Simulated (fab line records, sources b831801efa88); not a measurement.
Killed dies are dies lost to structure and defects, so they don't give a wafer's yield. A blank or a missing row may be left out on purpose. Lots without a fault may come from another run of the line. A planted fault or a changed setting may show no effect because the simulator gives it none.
fab line records | flow sfq_line
record lots=14 wafers=42 last_day=92
route steps=325 shown I1@75 I2@103
lots that met no fault: from a run of the same line without faults
start_h: hours from the record's first day to the start of the lot's first wafer shown | wait_h: hours since the lot's step before | " the same as in the row above | L1.1+2: a row that stands for several wafers | - no value, or no start given | * or withheld: withheld | < > ~ a bound
route shown NAME@n: a module of which the file shows steps, and the number in the route of the first | usual: mean/standard deviation of fault-free wafers | same: alike in all rows | chamber/n: place in a boat | sites: the reading at each site | _std_site: their standard deviation | _edge_site: outer sites' mean less inner sites' | radius_mm: how far each site lies from the wafer's centre | mask NAME#n: copy n | behind: the tool/chamber that last shaped the wafer | hold: why the lot was held/for how many hours/how that ended | device: the transistor (n, p or np) that didn't switch | end of line: the same wafers' tests at the end of the route | a step without rows: its recipe alone | killed: dies lost to structure and defects at the first sort, not the wafer's yield | map: a wafer's dies, x killed, . not, _ none there
set.NAME: the setting as run; set.NAME@STEP: as run at that earlier step | model.NAME: the simulator's own value behind a step, which no gauge read
steps of the route over a sample of lots; a table a step, a row a wafer
services: from which hour (start_h, from the record's first day; less than 0 if before it) a tool's chamber was out of use, for how many hours, and why
## steps
# step SFQ_I1_BOW_MEAS_912
# recipe mode=bow
# usual I1_BOW=0/7.8
# columns lot.wafer tool chamber start_h wait_h I1_BOW[um]
L363.3 film_metro-03 - 257.85 2.5 0
L363.4 " - " " -4
L363.6 " - " " -1
L366.2 film_metro-03 - 332.08 2.5 -3
L366.3 " - " " 0
L366.4 " - " " -9
L368.4 film_metro-03 - 360.89 1.1 -4
L368.5 " - " " 8
L368.6 " - " " 1
L369.3 film_metro-03 - 370.47 1.0 14
L369.5 " - " " 1
L369.6 " - " " 10
L370.3 film_metro-04 - 380.45 2.0 -4
L370.5 " - " " -5
L370.6 " - " " -3
L371.1 film_metro-01 - 392.75 1.0 -6
L371.2 " - " " 0
L371.3 " - " " 0
L373.2 film_metro-04 - 403.74 2.0 10
L373.3 " - " " 0
L373.5 " - " " 15
L374.3 film_metro-01 - 569.47 2.0 -1
L374.4 " - " " 5
L374.6 " - " " -10
L377.2 film_metro-03 - 595.85 1.5 -5
L377.3 " - " " 0
L377.4 " - " " 5
L378.1 film_metro-01 - 603.01 2.0 -5
L378.4 " - " " 0
L378.6 " - " " -10
L379.2 film_metro-04 - 604.85 2.0 -6
L379.5 " - " " -10
L379.6 " - " " -13
L380.3 film_metro-03 - 606.05 1.5 -2
L380.4 " - " " -8
L380.6 " - " " 8
L381.1 film_metro-01 - 612.34 2.5 9
L381.5 " - " " 7
L381.6 " - " " -3
L385.1 film_metro-04 - 635.57 1.0 -14
L385.2 " - " " 0
L385.6 " - " " 6
# step SFQ_TRILAYER_I2_DEP_PECVD_063
# recipe material=SiO2 temp_c=150 time_s=111.11 pressure_torr=2.4 rf_w=183.3 precursor=SiH4/N2O target_thk_nm=500
# usual heater_power_w=78/14 throttle_valve_pct=25.0/1.3
# columns lot.wafer tool chamber start_h wait_h heater_power_w throttle_valve_pct
L363.3 pecvd-02 1 387.01 0.0 67 27.1
L363.4 " 2 " " 66 24.3
L363.6 " 0 " " 62 26.3
L366.2 pecvd-04 2 637.28 0.0 83 24.1
L366.3 " 1 " " 70 25.1
L366.4 " 2 " " 83 23.8
L368.4 pecvd-04 0 660.63 0.0 104 23.6
L368.5 " 2 " " 85 24.1
L368.6 " 1 " " 68 25.0
L369.3 pecvd-02 1 673.83 0.0 71 28.2
L369.5 " 1 " " 72 28.3
L369.6 " 2 " " 59 25.2
L370.3 pecvd-04 0 691.97 0.0 95 23.6
L370.5 " 1 " " 69 25.1
L370.6 " 0 " " 97 23.7
L371.1 pecvd-01 1 709.79 0.0 67 25.0
L371.2 " 2 " " 108 24.9
L371.3 " 0 " " 74 23.9
L373.2 pecvd-04 2 718.19 0.0 79 24.2
L373.3 " 0 " " 98 23.7
L373.5 " 2 " " 80 24.1
L374.3 pecvd-04 2 740.99 0.0 83 24.4
L374.4 " 2 " " 84 24.4
L374.6 " 1 " " 56 25.2
L377.2 pecvd-01 2 768.58 0.0 108 24.9
L377.3 " 1 " " 77 25.0
L377.4 " 0 " " 87 23.9
L378.1 pecvd-01 0 775.78 0.0 84 24.1
L378.4 " 2 " " 102 25.0
L378.6 " 1 " " 78 25.2
L379.2 pecvd-02 1 776.98 0.0 69 28.9
L379.5 " 1 " " 73 28.9
L379.6 " 0 " " 69 27.5
L380.3 pecvd-04 2 780.58 0.0 86 24.5
L380.4 " 2 " " 69 24.3
L380.6 " 0 " " 101 23.7
L381.1 pecvd-04 2 783.37 0.0 80 24.5
L381.5 " 1 " " 65 25.4
L381.6 " 0 " " 90 23.8
L385.1 pecvd-04 0 801.17 0.0 91 24.0
L385.2 " 1 " " 62 25.4
L385.6 " 1 " " 67 25.3
# step SFQ_TRILAYER_I2_CMP_CMP_064
# recipe material=SiO2 down_force_psi=3 platen_rpm=60 pad_velocity_m_s=0.94248
# usual motor_current_A=9.7/0.6 platen_rpm=60.01/0.039 time_to_endpoint_s=218/8.2
# columns lot.wafer tool chamber start_h wait_h motor_current_A platen_rpm time_to_endpoint_s
L363.3 cmp-01 1 387.08 0.0 9.7 60.01 208
L363.4 " 3 388.08 1.0 10.2 60.05 228
L363.6 " 2 389.58 2.5 9.2 60.01 220
L366.2 cmp-01 2 637.36 0.0 9.2 60.02 217
L366.4 " 3 " " 10.8 60.02 215
L366.3 " 1 638.86 1.5 9.1 59.97 203
L368.4 cmp-02 1 662.54 1.9 10.0 60.00 208
L368.5 " 3 663.54 2.9 10.1 59.99 219
L368.6 " 0 " " 10.5 59.95 223
L369.3 cmp-01 3 676.24 2.4 10.4 59.99 215
L369.6 " 0 " " 8.4 59.99 224
L369.5 " 1 " " 9.0 60.01 222
L370.3 cmp-02 2 695.45 3.4 9.7 59.97 211
L370.6 " 1 696.95 4.9 10.1 60.01 211
L370.5 " 2 " " 9.7 59.94 220
L371.2 cmp-02 3 710.86 1.0 9.1 60.02 217
L371.3 " 0 " " 10.3 60.00 229
L371.1 " 1 " " 10.2 59.96 220
L373.2 cmp-01 2 718.27 0.0 9.2 60.05 217
L373.3 " 0 719.27 1.0 9.2 59.97 209
L373.5 " 3 720.77 2.5 10.2 60.05 222
L374.3 cmp-01 1 743.56 2.5 9.3 59.98 218
L374.4 " 2 " " 8.8 60.00 221
L374.6 " 0 745.06 4.0 8.8 59.95 227
L377.4 cmp-02 0 777.56 8.9 10.2 59.91 229
L377.3 " 1 " " 9.5 59.97 207
L377.2 " 2 " " 9.3 60.02 220
L378.4 cmp-02 0 783.56 7.7 10.6 60.04 229
L378.1 " 2 784.56 8.7 9.6 60.02 215
L378.6 " 3 " " 9.6 60.03 219
L379.2 cmp-01 3 784.34 7.3 10.3 59.98 231
L379.5 " 2 785.84 8.8 9.5 60.11 236
L379.6 " 3 " " 10.9 60.01 235
L380.3 cmp-01 1 786.84 6.2 9.2 60.09 240
L380.4 " 2 " " 9.0 60.08 240
L380.6 " 1 788.84 8.2 9.2 60.07 235
L381.1 cmp-02 3 792.06 8.7 9.4 59.99 201
L381.5 " 3 794.06 10.6 9.7 59.98 210
L381.6 " 0 " " 10.3 60.00 211
L385.2 cmp-02 0 835.71 34.5 9.9 60.06 227
L385.1 " 1 " " 9.7 59.98 211
L385.6 " 3 837.21 36.0 10.3 59.98 227
# step SFQ_TRILAYER_I2_METRO_MEASURE_065
# usual thk_nm=200.5/1.1
# columns lot.wafer tool chamber start_h wait_h thk_nm
L363.3 film_metro-02 - 390.60 0.5 201.5
L363.4 " - " " 200.0
L363.6 " - " " 201.5
L366.2 film_metro-02 - 640.68 0.3 199.9
L366.3 " - " " 199.1
L366.4 " - " " 199.5
L368.4 film_metro-02 - 665.26 0.6 199.9
L368.5 " - " " 200.0
L368.6 " - " " 199.5
L369.3 film_metro-03 - 678.26 0.5 199.0
L369.5 " - " " 199.7
L369.6 " - " " 201.3
L370.3 film_metro-03 - 698.47 0.5 201.8
L370.5 " - " " 201.3
L370.6 " - " " 200.7
L371.1 film_metro-04 - 713.48 0.1 199.7
L371.2 " - " " 200.6
L371.3 " - " " 200.8
L373.2 film_metro-03 - 721.59 0.3 200.7
L373.3 " - " " 201.9
L373.5 " - " " 200.8
L374.3 film_metro-04 - 746.58 0.5 199.9
L374.4 " - " " 201.0
L374.6 " - " " 202.3
L377.2 film_metro-03 - 780.38 0.3 201.7
L377.3 " - " " 200.7
L377.4 " - " " 201.5
L378.1 film_metro-04 - 786.18 0.1 200.7
L378.4 " - " " 200.1
L378.6 " - " " 199.1
L379.2 film_metro-03 - 787.16 0.3 180.7
L379.5 " - " " 180.2
L379.6 " - " " 181.4
L380.3 film_metro-02 - 790.36 0.5 180.6
L380.4 " - " " 180.8
L380.6 " - " " 180.1
L381.1 film_metro-02 - 795.18 0.1 198.1
L381.5 " - " " 198.4
L381.6 " - " " 199.2
L385.1 film_metro-03 - 837.83 0.1 200.5
L385.2 " - " " 200.9
L385.6 " - " " 199.6
# step SFQ_TRILAYER_I2_VIA_ETCH_VIA_ETCH_070
# recipe target=SiO2 stop_on=Nb mask_material=PR taper_deg=20 chemistry=CHF3 target_depth_nm=260 source_w=500 bias_w=80 pressure_mtorr=30 time_s=withheld
# usual chamber_pressure_mTorr=30.00/0.03 drypump_motor_current_A=6.0/0.59 oes_product_au=0.856/0.0057
# columns lot.wafer tool chamber start_h wait_h chamber_pressure_mTorr drypump_motor_current_A oes_product_au
L363.3 rie_diel-02 0 545.99 0.0 30.01 5.0 0.854
L363.4 " 2 " " 30.00 6.7 0.861
L363.6 " 1 " " 30.03 5.8 0.860
L366.2 rie_diel-01 3 644.13 0.0 30.00 6.4 0.866
L366.3 " 1 " " 30.01 6.6 0.863
L366.4 " 2 " " 30.00 5.0 0.868
L368.4 rie_diel-01 3 781.31 0.1 30.01 6.4 0.853
L368.5 " 0 " " 29.98 6.0 0.860
L368.6 " 1 " " 30.02 6.6 0.856
L369.3 rie_diel-02 0 827.66 0.0 30.03 5.0 0.861
L369.5 " 2 " " 30.06 6.7 0.853
L369.6 " 3 " " 30.04 5.6 0.855
L370.3 rie_diel-01 1 844.59 0.0 30.01 6.6 0.865
L370.5 " 1 " " 29.96 6.6 0.854
L370.6 " 3 " " 30.02 6.4 0.855
L371.1 rie_diel-03 0 858.15 0.0 29.98 6.4 0.855
L371.2 " 2 " " 29.98 5.8 0.859
L371.3 " 3 " " 29.97 6.7 0.852
L373.2 rie_diel-03 0 864.99 0.0 29.99 6.4 0.856
L373.3 " 3 " " 29.98 6.7 0.858
L373.5 " 3 " " 29.99 6.7 0.857
L374.3 rie_diel-03 3 882.68 0.0 29.98 6.7 0.862
L374.4 " 0 " " 30.00 6.3 0.855
L374.6 " 2 " " 29.95 5.7 0.861
L377.2 rie_diel-03 1 909.48 0.0 30.00 5.7 0.861
L377.3 " 3 " " 30.02 6.7 0.852
L377.4 " 0 " " 29.97 6.3 0.865
L378.1 rie_diel-02 1 914.28 0.0 30.00 5.8 0.847
L378.4 " 0 " " 30.04 5.0 0.855
L378.6 " 1 " " 29.97 5.8 0.849
L379.2 rie_diel-01 0 915.48 0.0 30.03 6.0 0.812
L379.5 " 1 " " 30.02 6.7 0.801
L379.6 " 2 " " 30.03 4.9 0.814
L380.3 rie_diel-02 3 919.08 0.0 30.01 5.6 0.812
L380.4 " 2 " " 30.02 6.7 0.811
L380.6 " 0 " " 29.98 5.0 0.813
L381.1 rie_diel-02 2 925.08 0.0 29.99 6.7 0.855
L381.5 " 1 " " 30.01 5.8 0.847
L381.6 " 0 " " 30.06 5.0 0.855
L385.1 rie_diel-02 0 968.99 0.0 29.99 5.0 0.853
L385.2 " 2 " " 30.04 6.7 0.859
L385.6 " 0 " " 30.06 5.0 0.854
# step SFQ_TRILAYER_I2_VIA_STRIP_STRIP_071
# recipe gas=O2 power_w=200 platen_temp_c=40 overash_fraction=0.65 chemistry=O2 pressure_mtorr=50
# usual chamber_pressure_mTorr=50.00/0.046 drypump_motor_current_A=5.3/0.32 oes_product_au=1.001/0.013 platen_temp_c=40.02/0.12
# columns lot.wafer tool chamber start_h wait_h chamber_pressure_mTorr drypump_motor_current_A oes_product_au platen_temp_c rf_hours_counter_h
L363.3 rie_metal-04 0 546.30 - 50.00 5.0 1.006 39.98 -
L363.4 " 1 " " 49.99 5.3 0.993 40.08 -
L363.6 " 0 " " 49.96 5.1 1.015 40.12 -
L366.2 rie_metal-01 1 644.24 - 50.10 5.4 1.008 39.99 134
L366.3 " 1 " " 50.04 5.4 1.017 40.04 -
L366.4 " 0 " " 49.94 5.8 0.972 39.95 -
L368.4 rie_metal-02 0 781.56 - 50.05 5.7 0.990 40.30 -
L368.5 " 1 " " 50.04 4.7 1.006 40.08 -
L368.6 " 0 " " 49.96 5.7 0.992 40.26 -
L369.3 rie_metal-04 1 827.97 - 50.04 5.3 0.992 39.99 -
L369.5 " 1 " " 50.06 5.3 0.998 40.16 -
L369.6 " 0 " " 49.99 5.1 1.009 40.11 -
L370.3 rie_metal-01 1 845.10 - 49.94 5.4 1.015 39.98 -
L370.5 " 1 " " 50.01 5.4 1.014 40.04 -
L370.6 " 1 " " 50.01 5.4 1.005 40.21 -
L371.1 rie_metal-02 0 858.27 - 50.04 5.7 0.990 40.07 75
L371.2 " 1 " " 50.03 4.7 1.011 40.16 80
L371.3 " 1 " " 49.94 4.7 1.013 39.99 -
L373.2 rie_metal-02 0 865.10 - 50.09 5.7 0.992 39.89 76
L373.3 " 0 " " 50.03 5.7 0.992 40.05 -
L373.5 " 1 " " 50.00 4.7 1.002 40.33 -
L374.3 rie_metal-04 0 882.99 - 49.98 5.1 1.012 39.97 -
L374.4 " 1 " " 50.06 5.3 1.009 40.07 -
L374.6 " 1 " " 50.01 5.3 1.004 40.20 -
L377.2 rie_metal-04 1 909.59 - 49.99 5.3 0.989 40.21 80
L377.3 " 0 " " 49.99 5.1 1.009 39.99 -
L377.4 " 1 " " 49.99 5.3 0.983 40.09 -
L378.1 rie_metal-04 0 914.39 - 49.93 5.1 1.003 39.99 132
L378.4 " 0 " " 50.05 5.0 0.999 40.05 -
L378.6 " 0 " " 50.00 5.1 1.010 40.17 -
L379.2 rie_metal-01 0 915.59 - 49.96 5.8 1.001 39.97 8
L379.5 " 0 " " 50.04 5.9 0.988 39.89 -
L379.6 " 1 " " 50.04 5.4 1.008 39.94 -
L380.3 rie_metal-04 0 919.39 - 50.07 5.1 0.999 40.28 -
L380.4 " 1 " " 50.01 5.3 0.992 40.10 -
L380.6 " 0 " " 49.94 5.1 1.014 40.24 -
L381.1 rie_metal-02 1 925.19 - 49.90 4.7 1.014 39.88 90
L381.5 " 0 " " 49.98 5.6 0.985 40.04 -
L381.6 " 1 " " 50.03 4.7 1.010 40.00 -
L385.1 rie_metal-01 0 969.10 - 50.04 5.8 0.973 40.11 15
L385.2 " 1 " " 50.02 5.4 1.003 40.05 37
L385.6 " 0 " " 50.02 5.8 0.972 40.15 -
## services
# columns tool chamber start_h hours kind
cmp-02 - 408.43 4.0 pm
cmp-01 - 427.88 2.3 repair
cmp-01 - 437.43 1.6 repair
cmp-01 - 448.93 4.7 pm
pecvd-04 - 451.50 3.4 repair
pecvd-04 - 453.04 0.8 repair
cmp-01 - 467.25 1.0 repair
cmp-01 - 468.32 0.9 repair
cmp-01 - 487.78 0.7 repair
cmp-02 - 490.13 0.9 repair
cmp-01 - 494.95 1.7 repair
cmp-02 - 554.61 4.0 pm
cmp-01 - 563.39 0.6 repair
cmp-01 - 565.41 2.1 repair
cmp-01 - 582.83 4.0 pm
cmp-01 - 587.95 0.6 repair
cmp-01 - 609.89 2.6 repair
pecvd-04 - 625.02 1.0 repair
pecvd-04 - 627.37 0.7 repair
cmp-02 - 645.24 5.6 pm
pecvd-04 1 650.63 8.4 repair
pecvd-04 - 676.81 1.6 repair
pecvd-04 - 733.86 1.5 repair
pecvd-04 2 920.31 19.2 repair
## key
first_sign step=SFQ_TRILAYER_I2_CMP_CMP_064 reading=time_to_endpoint_s direction=up sigmas=2.2 usual=* struck=*
effect step=SFQ_TRILAYER_I2_METRO_MEASURE_065 reading=thk_nm direction=down sigmas=18 usual=200.5 struck=180.6
effect step=SFQ_TRILAYER_I2_VIA_ETCH_VIA_ETCH_070 reading=oes_product_au direction=down sigmas=8 usual=0.856 struck=0.810
met_at SFQ_TRILAYER_I2_CMP_CMP_064
struck_lots L379,L380
not_acting_at SFQ_I1_BOW_MEAS_912,SFQ_TRILAYER_I2_DEP_PECVD_063,SFQ_TRILAYER_I2_VIA_STRIP_STRIP_071
onset_between 743.56 784.34
fault kind=process_parameter_drift tool=cmp-01 chamber=- onset_h=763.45 steps=SFQ_TRILAYER_I2_CMP_CMP_064 channel=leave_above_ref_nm offset=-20 shape=step end_h=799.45 acts_in=these_recipes_only stated=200
